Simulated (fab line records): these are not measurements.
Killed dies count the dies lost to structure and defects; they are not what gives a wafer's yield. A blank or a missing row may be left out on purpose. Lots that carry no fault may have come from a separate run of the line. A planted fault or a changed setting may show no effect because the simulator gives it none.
fab line records + flow sky130
[record]
- lots = 13
- wafers = 39
- last_day = 50
route steps=708 shown FIELD_ISO@17 VT_ADJUST_HVTP@93 VT_ADJUST_NCORE@129 GATE_OXIDE@194 PAD_OPEN@708
lots with no fault: from the same line, run without faults
start_h: the number of hours between the record's first day and the start of the first shown wafer of the lot + wait_h: hours elapsed since this lot's preceding step + " same as the row above + L1.1+2: several wafers, shown together as one row + - no value, or no start was given + * or withheld: withheld + < > ~ a bound
route shown NAME@n: a module of which the file shows steps, and the number in the route of the first + usual: the fault-free wafers' mean and standard deviation + same: alike in all rows + chamber/n: place in a boat + sites: the reading at each site + _std_site: standard deviation across them + _edge_site: mean of outer sites minus mean of inner sites + radius_mm: how far each site lies from the wafer's centre + mask NAME#n: copy n + behind: the most recent tool/chamber to have shaped the wafer + hold: cause of the lot's hold/its duration in hours/its outcome + device: the n, p or np transistor that did not switch + end of line: the same wafers' tests at the end of the route + for a step that has no rows: nothing shown but its recipe + killed: dies that structure and defects cost at the first sort, which is not the same as the wafer's yield + map: a wafer's dies, marking killed ones x, the rest . and places with no die _
set.NAME: the setting the step ran with; set.NAME@STEP: the setting that earlier step ran with + model.NAME: the simulator's own value behind a step, which no gauge read
a sample of lots followed through the steps of the route, with each step as a table and each wafer as a row
services: when a tool's chamber went out of use (start_h, in hours from the record's first day, below 0 if earlier), for how many hours, and the reason
[[steps]]
[step SKY_FIELD_ISO_STRIP_16]
[recipe]
- chemistry = O2/N2
- power_w = 1400
- pressure_mtorr = 1500
- platen_temp_c = withheld
- o2_flow_sccm = 3000
- n2_flow_sccm = 300
- overash_fraction = 0.5
[usual]
- drypump_motor_current_A = 5.6/0.58
- oes_product_au = 0.377/0.0049
- strip_time_to_endpoint_s = 3.52/0.038
| lot.wafer | tool            | chamber | start_h | wait_h | drypump_motor_current_A | oes_product_au | rf_hours_counter_h | strip_time_to_endpoint_s |
|-----------|-----------------|---------|---------|--------|-------------------------|----------------|--------------------|--------------------------|
| L681.2    | plasma_asher-01 | 1       | 32.00   | 0.0    | 6.0                     | 0.377          | 36                 | 3.49                     |
| L681.3    | "               | 1       | "       | "      | 6.0                     | 0.379          | -                  | 3.51                     |
| L681.5    | "               | 0       | "       | "      | 6.2                     | 0.381          | -                  | 3.44                     |
| L682.1    | plasma_asher-01 | 0       | 37.50   | 0.0    | 6.2                     | 0.378          | 37                 | 3.60                     |
| L682.2    | "               | 1       | "       | "      | 6.0                     | 0.380          | 37                 | 3.52                     |
| L682.3    | "               | 1       | "       | "      | 6.0                     | 0.377          | -                  | 3.53                     |
| L683.2    | plasma_asher-01 | 1       | 40.45   | 0.0    | 6.1                     | 0.381          | 37                 | 3.51                     |
| L683.3    | "               | 0       | "       | "      | 6.2                     | 0.369          | -                  | 3.49                     |
| L683.4    | "               | 1       | "       | "      | 6.1                     | 0.373          | -                  | 3.49                     |
| L684.1    | plasma_asher-02 | 1       | 46.80   | 0.0    | 5.0                     | 0.373          | 25                 | 3.55                     |
| L684.4    | "               | 0       | "       | "      | 4.8                     | 0.385          | -                  | 3.59                     |
| L684.5    | "               | 0       | "       | "      | 4.8                     | 0.372          | -                  | 3.49                     |
| L687.2    | plasma_asher-01 | 1       | 60.29   | 0.0    | 6.0                     | 0.378          | 39                 | 3.51                     |
| L687.3    | "               | 1       | "       | "      | 6.0                     | 0.375          | -                  | 3.52                     |
| L687.5    | "               | 0       | "       | "      | 6.2                     | 0.383          | -                  | 3.59                     |
| L690.1    | plasma_asher-02 | 0       | 78.14   | 0.0    | 4.8                     | 0.378          | 28                 | 3.50                     |
| L690.2    | "               | 1       | "       | "      | 5.0                     | 0.369          | 28                 | 3.50                     |
| L690.6    | "               | 1       | "       | "      | 5.0                     | 0.386          | -                  | 3.49                     |
| L694.1    | plasma_asher-04 | 0       | 96.49   | 0.0    | 5.5                     | 0.375          | 42                 | 3.52                     |
| L694.3    | "               | 0       | "       | "      | 5.4                     | 0.380          | -                  | 3.58                     |
| L694.5    | "               | 1       | "       | "      | 4.9                     | 0.381          | -                  | 3.55                     |
| L695.1    | plasma_asher-01 | 0       | 101.54  | 0.0    | 6.2                     | 0.375          | 43                 | 3.51                     |
| L695.3    | "               | 1       | "       | "      | 6.0                     | 0.377          | -                  | 3.45                     |
| L695.6    | "               | 1       | "       | "      | 6.0                     | 0.367          | -                  | 3.51                     |
| L696.1    | plasma_asher-01 | 1       | 106.95  | 0.0    | 6.0                     | 0.384          | 43                 | 3.59                     |
| L696.2    | "               | 0       | "       | "      | 6.2                     | 0.379          | 43                 | 3.53                     |
| L696.6    | "               | 0       | "       | "      | 6.2                     | 0.377          | -                  | 3.54                     |
| L699.2    | plasma_asher-04 | 1       | 126.65  | 0.0    | 5.0                     | 0.380          | 1                  | 3.49                     |
| L699.3    | "               | 1       | "       | "      | 5.0                     | 0.372          | -                  | 3.55                     |
| L699.5    | "               | 0       | "       | "      | 5.5                     | 0.372          | -                  | 3.44                     |
| L700.4    | plasma_asher-02 | 0       | 132.08  | 0.1    | 4.8                     | 0.375          | -                  | 3.49                     |
| L700.5    | "               | 0       | "       | "      | 4.8                     | 0.376          | -                  | 3.52                     |
| L700.6    | "               | 1       | "       | "      | 5.0                     | 0.372          | -                  | 3.50                     |
| L701.2    | plasma_asher-01 | 1       | 135.19  | 0.0    | 6.0                     | 0.384          | 46                 | 3.48                     |
| L701.4    | "               | 1       | "       | "      | 6.0                     | 0.369          | -                  | 3.54                     |
| L701.6    | "               | 0       | "       | "      | 6.2                     | 0.379          | -                  | 3.49                     |
| L703.1    | plasma_asher-04 | 0       | 143.35  | 0.0    | 5.5                     | 0.374          | 2                  | 3.50                     |
| L703.3    | "               | 1       | "       | "      | 5.0                     | 0.376          | -                  | 3.50                     |
| L703.5    | "               | 0       | "       | "      | 5.5                     | 0.369          | -                  | 3.51                     |
[step SKY_VT_ADJUST_HVTP_OVL_MEAS_08]
[usual]
- VT_ADJUST_HVTP_OVL = 0.1/1.3
| lot.wafer | tool       | chamber | start_h | wait_h | VT_ADJUST_HVTP_OVL[nm] |
|-----------|------------|---------|---------|--------|------------------------|
| L681.2    | overlay-02 | -       | 124.20  | 0.1    | -0.6                   |
| L681.3    | "          | -       | "       | "      | -0.1                   |
| L681.5    | "          | -       | "       | "      | 0.8                    |
| L682.1    | overlay-02 | -       | 130.84  | 0.1    | 1.6                    |
| L682.2    | "          | -       | "       | "      | 1.2                    |
| L682.3    | "          | -       | "       | "      | 1.6                    |
| L683.2    | overlay-02 | -       | 135.81  | 0.1    | -1.1                   |
| L683.3    | "          | -       | "       | "      | 0.0                    |
| L683.4    | "          | -       | "       | "      | -0.4                   |
| L684.1    | overlay-02 | -       | 142.80  | 0.1    | -0.4                   |
| L684.4    | "          | -       | "       | "      | -0.8                   |
| L684.5    | "          | -       | "       | "      | -0.8                   |
| L687.2    | overlay-01 | -       | 160.54  | 0.1    | -0.3                   |
| L687.3    | "          | -       | "       | "      | -1.2                   |
| L687.5    | "          | -       | "       | "      | 0.3                    |
| L690.1    | overlay-01 | -       | 182.45  | 0.1    | 0.1                    |
| L690.2    | "          | -       | "       | "      | -0.8                   |
| L690.6    | "          | -       | "       | "      | -0.2                   |
| L694.1    | overlay-01 | -       | 205.59  | 0.1    | -2.4                   |
| L694.3    | "          | -       | "       | "      | -0.9                   |
| L694.5    | "          | -       | "       | "      | -0.2                   |
| L695.1    | overlay-01 | -       | 209.49  | 0.1    | 1.4                    |
| L695.3    | "          | -       | "       | "      | 0.2                    |
| L695.6    | "          | -       | "       | "      | 0.3                    |
| L696.1    | overlay-01 | -       | 215.29  | 0.1    | 1.3                    |
| L696.2    | "          | -       | "       | "      | 0.9                    |
| L696.6    | "          | -       | "       | "      | 0.6                    |
| L699.2    | overlay-01 | -       | 240.41  | 0.1    | -1.2                   |
| L699.3    | "          | -       | "       | "      | 1.2                    |
| L699.5    | "          | -       | "       | "      | -0.5                   |
| L700.4    | overlay-01 | -       | 244.62  | 0.1    | -4.0                   |
| L700.5    | "          | -       | "       | "      | -3.3                   |
| L700.6    | "          | -       | "       | "      | -2.7                   |
| L701.2    | overlay-01 | -       | 248.49  | 0.1    | 0.1                    |
| L701.4    | "          | -       | "       | "      | 1.9                    |
| L701.6    | "          | -       | "       | "      | 1.8                    |
| L703.1    | overlay-02 | -       | 259.29  | 0.1    | -0.7                   |
| L703.3    | "          | -       | "       | "      | 1.2                    |
| L703.5    | "          | -       | "       | "      | -0.5                   |
[step SKY_VT_ADJUST_NCORE_STRIP_10]
[recipe]
- chemistry = O2/N2
- power_w = 1400
- pressure_mtorr = 1500
- platen_temp_c = withheld
- o2_flow_sccm = 3000
- n2_flow_sccm = 300
- overash_fraction = 0.5
[usual]
- drypump_motor_current_A = 5.5/0.46
- oes_product_au = 0.715/0.0049
- strip_time_to_endpoint_s = 14.17/0.033
| lot.wafer | tool            | chamber | start_h | wait_h | drypump_motor_current_A | oes_product_au | rf_hours_counter_h | strip_time_to_endpoint_s |
|-----------|-----------------|---------|---------|--------|-------------------------|----------------|--------------------|--------------------------|
| L681.2    | plasma_asher-04 | 0       | 186.03  | 0.1    | 5.4                     | 0.705          | 6                  | 14.19                    |
| L681.3    | "               | 0       | "       | "      | 5.5                     | 0.710          | -                  | 14.21                    |
| L681.5    | "               | 1       | "       | "      | 4.9                     | 0.718          | -                  | 14.21                    |
| L682.1    | plasma_asher-03 | 0       | 190.98  | 0.1    | 5.2                     | 0.705          | 48                 | 14.20                    |
| L682.2    | "               | 1       | "       | "      | 5.3                     | 0.717          | 48                 | 14.17                    |
| L682.3    | "               | 1       | "       | "      | 5.3                     | 0.717          | -                  | 14.25                    |
| L683.2    | plasma_asher-03 | 1       | 197.18  | 0.1    | 5.3                     | 0.721          | 49                 | 14.15                    |
| L683.3    | "               | 1       | "       | "      | 5.3                     | 0.727          | -                  | 14.15                    |
| L683.4    | "               | 0       | "       | "      | 5.1                     | 0.715          | -                  | 14.13                    |
| L684.1    | plasma_asher-04 | 0       | 205.12  | 0.1    | 5.4                     | 0.720          | 8                  | 14.12                    |
| L684.4    | "               | 1       | "       | "      | 5.0                     | 0.717          | -                  | 14.17                    |
| L684.5    | "               | 1       | "       | "      | 5.0                     | 0.713          | -                  | 14.14                    |
| L687.2    | plasma_asher-01 | 1       | 225.42  | 0.1    | 6.0                     | 0.725          | 55                 | 14.14                    |
| L687.3    | "               | 0       | "       | "      | 6.2                     | 0.719          | -                  | 14.19                    |
| L687.5    | "               | 1       | "       | "      | 6.0                     | 0.719          | -                  | 14.17                    |
| L690.1    | plasma_asher-03 | 1       | 249.32  | 0.1    | 5.3                     | 0.725          | 54                 | 14.18                    |
| L690.2    | "               | 0       | "       | "      | 5.1                     | 0.712          | 54                 | 14.17                    |
| L690.6    | "               | 1       | "       | "      | 5.3                     | 0.718          | -                  | 14.13                    |
| L694.1    | plasma_asher-03 | 1       | 275.16  | 0.1    | 5.3                     | 0.716          | 57                 | 14.12                    |
| L694.3    | "               | 0       | "       | "      | 5.1                     | 0.706          | -                  | 14.12                    |
| L694.5    | "               | 1       | "       | "      | 5.3                     | 0.715          | -                  | 14.12                    |
| L695.1    | plasma_asher-03 | 1       | 279.07  | 0.1    | 5.3                     | 0.713          | 57                 | 14.12                    |
| L695.3    | "               | 0       | "       | "      | 5.1                     | 0.719          | -                  | 14.15                    |
| L695.6    | "               | 1       | "       | "      | 5.3                     | 0.710          | -                  | 14.17                    |
| L696.1    | plasma_asher-03 | 1       | 286.82  | 0.1    | 5.3                     | 0.715          | 57                 | 14.17                    |
| L696.2    | "               | 0       | "       | "      | 5.1                     | 0.712          | 57                 | 14.21                    |
| L696.6    | "               | 0       | "       | "      | 5.1                     | 0.718          | -                  | 14.20                    |
| L699.2    | plasma_asher-01 | 1       | 312.81  | 0.1    | 6.0                     | 0.712          | 64                 | 14.15                    |
| L699.3    | "               | 0       | "       | "      | 6.2                     | 0.710          | -                  | 14.18                    |
| L699.5    | "               | 0       | "       | "      | 6.2                     | 0.711          | -                  | 14.14                    |
| L700.4    | plasma_asher-01 | 0       | 319.46  | 0.1    | 6.2                     | 0.720          | -                  | 14.10                    |
| L700.5    | "               | 0       | "       | "      | 6.2                     | 0.715          | -                  | 14.10                    |
| L700.6    | "               | 1       | "       | "      | 5.9                     | 0.721          | -                  | 14.10                    |
| L701.2    | plasma_asher-03 | 1       | 321.32  | 0.1    | 5.3                     | 0.715          | 61                 | 14.18                    |
| L701.4    | "               | 1       | "       | "      | 5.3                     | 0.719          | -                  | 14.16                    |
| L701.6    | "               | 1       | "       | "      | 5.3                     | 0.706          | -                  | 14.15                    |
| L703.1    | plasma_asher-01 | 0       | 333.91  | 0.1    | 6.2                     | 0.717          | 66                 | 14.18                    |
| L703.3    | "               | 1       | "       | "      | 6.0                     | 0.717          | -                  | 14.16                    |
| L703.5    | "               | 0       | "       | "      | 6.2                     | 0.723          | -                  | 14.19                    |
[step SKY_GATE_OXIDE_EXPOSE_07]
[recipe]
- mask_id = LVOM
- na = 0.6
- source_shape = conventional
- sigma_outer = 0.6
- polarization = unpolarized
- target_cd_nm = 600
- dose_mj = 170
[same]
- na = 0.6
| lot.wafer  | tool             | chamber | start_h | wait_h | mask      |
|------------|------------------|---------|---------|--------|-----------|
| L681.2+3+5 | iline_stepper-01 | 0       | 310.70  | -      | LVOM#0    |
| L682.1+2+3 | iline_stepper-02 | 0       | 310.93  | -      | LVOM#0    |
| L683.2+3+4 | iline_stepper-01 | 0       | 315.02  | -      | LVOM#0    |
| L684.1+4+5 | iline_stepper-01 | 0       | 320.55  | -      | LVOM_R1#0 |
| L687.2+3+5 | iline_stepper-01 | 0       | 345.34  | -      | LVOM#0    |
| L690.1+2+6 | iline_stepper-02 | 0       | 370.77  | -      | LVOM#0    |
| L694.1+3+5 | iline_stepper-01 | 0       | 409.08  | -      | LVOM#0    |
| L695.1+3+6 | iline_stepper-01 | 0       | 409.20  | -      | LVOM#0    |
| L696.1+2+6 | iline_stepper-02 | 0       | 419.34  | -      | LVOM#0    |
| L699.2+3+5 | iline_stepper-01 | 0       | 451.26  | -      | LVOM#0    |
| L700.4+5+6 | iline_stepper-02 | 0       | 457.82  | -      | LVOM#0    |
| L701.2+4+6 | iline_stepper-01 | 0       | 462.05  | -      | LVOM#0    |
| L703.1+3+5 | iline_stepper-02 | 0       | 475.18  | -      | LVOM#0    |
[step SKY_PAD_OPEN_PROBE_99]
[usual]
- killed_at_M0_to_M3 = 43/7.1
- killed_at_M4_up = 3/1.7
- killed_at_contacts = 25/5.6
- killed_at_front_end = 16/4.1
- killed_at_other = 0.2/0.49
- killed_dies = 87/9.8
- killed_on_rim = 17/3.8
- killed_open = 47/7.6
- killed_short = 40/6.1
[same]
- gross_dies = 492
- killed_at_back_side = 0
| lot.wafer | tool      | chamber | start_h | wait_h | killed_at_M0_to_M3 | killed_at_M4_up | killed_at_contacts | killed_at_front_end | killed_at_other | killed_dies | killed_on_rim | killed_open | killed_short |
|-----------|-----------|---------|---------|--------|--------------------|-----------------|--------------------|---------------------|-----------------|-------------|---------------|-------------|--------------|
| L681.2    | prober-01 | -       | 1085.47 | 0.1    | 43                 | 5               | 17                 | 14                  | 0               | 79          | 14            | 46          | 33           |
| L681.3    | prober-01 | -       | 1085.52 | 0.2    | 40                 | 3               | 27                 | 11                  | 2               | 83          | 18            | 50          | 33           |
| L681.5    | prober-01 | -       | 1085.62 | 0.2    | 56                 | 7               | 29                 | 11                  | 0               | 103         | 21            | 53          | 50           |
| L684.1    | prober-02 | -       | 1091.47 | 0.1    | 38                 | 1               | 23                 | 106                 | 0               | 168         | 37            | 41          | 32           |
| L684.4    | prober-02 | -       | 1091.62 | 0.2    | 30                 | 2               | 36                 | 105                 | 2               | 175         | 37            | 48          | 36           |
| L684.5    | prober-02 | -       | 1091.67 | 0.2    | 47                 | 3               | 22                 | 72                  | 0               | 144         | 30            | 37          | 45           |
// killed by level:class
L681.2 VIA1:geometric_particle:open=14 METAL2:geometric_particle:short=8 CONTACT:geometric_particle:open=7 POLY_GATE:geometric_particle:open=6 POLY_GATE:geometric_particle:short=5 VIA2:geometric_particle:open=5 LI_CONTACT:geometric_particle:open=4 VIA3:geometric_particle:open=4
L681.3 VIA3:geometric_particle:open=11 LI_CONTACT:geometric_particle:open=8 CONTACT:geometric_particle:open=8 VIA2:geometric_particle:open=7 VIA1:geometric_particle:open=6 VIA3:geometric_particle:short=5 FIELD_ISO:geometric_particle:short=4 LI_CONTACT:geometric_particle:short=4
L681.5 VIA1:geometric_particle:open=18 CONTACT:geometric_particle:open=12 VIA3:geometric_particle:short=8 METAL1:geometric_particle:short=6 LI_CONTACT:geometric_particle:open=6 CONTACT:geometric_particle:short=6 METAL4:geometric_particle:short=6 VIA2:geometric_particle:open=5
L684.1 GATE_OXIDE:area_expose=95 LI_CONTACT:geometric_particle:open=8 VIA3:geometric_particle:open=8 CONTACT:geometric_particle:open=6 CONTACT:geometric_particle:short=5 VIA1:geometric_particle:short=5 VIA1:geometric_particle:open=5 VIA2:geometric_particle:open=4
L684.4 GATE_OXIDE:area_expose=91 CONTACT:geometric_particle:open=13 VIA3:geometric_particle:open=10 LI_CONTACT:geometric_particle:open=8 CONTACT:geometric_particle:short=6 VIA1:geometric_particle:open=6 LOCAL_INTERCONNECT:geometric_particle:short=5 FIELD_ISO:geometric_particle:short=3
L684.5 GATE_OXIDE:area_expose=62 VIA1:geometric_particle:open=11 CONTACT:geometric_particle:open=7 METAL3:geometric_particle:short=7 VIA3:geometric_particle:open=6 LI_CONTACT:geometric_particle:open=5 VIA1:geometric_particle:short=5 VIA2:geometric_particle:open=5
[[services]]
| tool             | chamber | start_h | hours | kind       |
|------------------|---------|---------|-------|------------|
| plasma_asher-04  | -       | 17.55   | 6.9   | repair     |
| plasma_asher-03  | -       | 20.34   | 19.3  | repair     |
| iline_stepper-02 | -       | 33.34   | 1.7   | pm         |
| iline_stepper-02 | -       | 56.35   | 1.1   | repair     |
| iline_stepper-01 | -       | 106.79  | 1.7   | pm         |
| plasma_asher-04  | -       | 108.75  | 9.0   | pm         |
| plasma_asher-03  | -       | 161.87  | 0.6   | repair     |
| plasma_asher-02  | -       | 164.24  | 0.3   | repair     |
| plasma_asher-01  | -       | 182.47  | 1.2   | repair     |
| iline_stepper-02 | -       | 208.15  | 4.4   | pm         |
| iline_stepper-01 | -       | 212.60  | 4.3   | pm         |
| plasma_asher-04  | -       | 218.97  | 2.8   | pm         |
| iline_stepper-02 | -       | 251.56  | 1.7   | pm         |
| plasma_asher-01  | -       | 263.81  | 0.4   | repair     |
| plasma_asher-02  | -       | 320.15  | 2.8   | pm         |
| iline_stepper-01 | -       | 324.92  | 1.7   | pm         |
| plasma_asher-02  | -       | 334.47  | 5.1   | repair     |
| plasma_asher-03  | -       | 402.19  | 4.3   | repair     |
| iline_stepper-02 | -       | 404.38  | 10.5  | repair     |
| plasma_asher-03  | -       | 421.25  | 9.0   | pm         |
| plasma_asher-03  | 0       | 421.25  | 9.5   | vent_cycle |
| plasma_asher-03  | -       | 428.03  | 2.7   | repair     |
| iline_stepper-01 | -       | 467.53  | 9.9   | repair     |
| plasma_asher-01  | -       | 472.60  | 2.8   | pm         |
[[key]]
[first_sign]
- step = SKY_GATE_OXIDE_EXPOSE_07
- reading = mask
- direction = changed
[effect]
- step = SKY_PAD_OPEN_PROBE_99
- reading = killed_at_front_end
- direction = up
- sigmas = 19
- usual = 16
- struck = 94
[more_kills_born_at]
- SKY_GATE_OXIDE_EXPOSE_07@iline_stepper-01 = 248
met_at SKY_GATE_OXIDE_EXPOSE_07
struck_lots L684
tester_left_out L684
not_acting_at SKY_FIELD_ISO_STRIP_16,SKY_VT_ADJUST_HVTP_OVL_MEAS_08,SKY_VT_ADJUST_NCORE_STRIP_10
onset_between 315.02 320.55
[fault]
- kind = wrong_mask
- tool = any
- chamber = -
- onset_h = 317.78
- steps = SKY_GATE_OXIDE_EXPOSE_07
- aux_copy = LVOM_R1#0
- cd_offset_nm = 90
- scope = struck_lots_only
// tester_left_out: of these lots the tester's yield and bins aren't shown, on N5 and GAA mostly nor the transistor test; their killed dies are dies lost to structure and defects alone, not to doping, threshold or leakage, so they don't give the yield
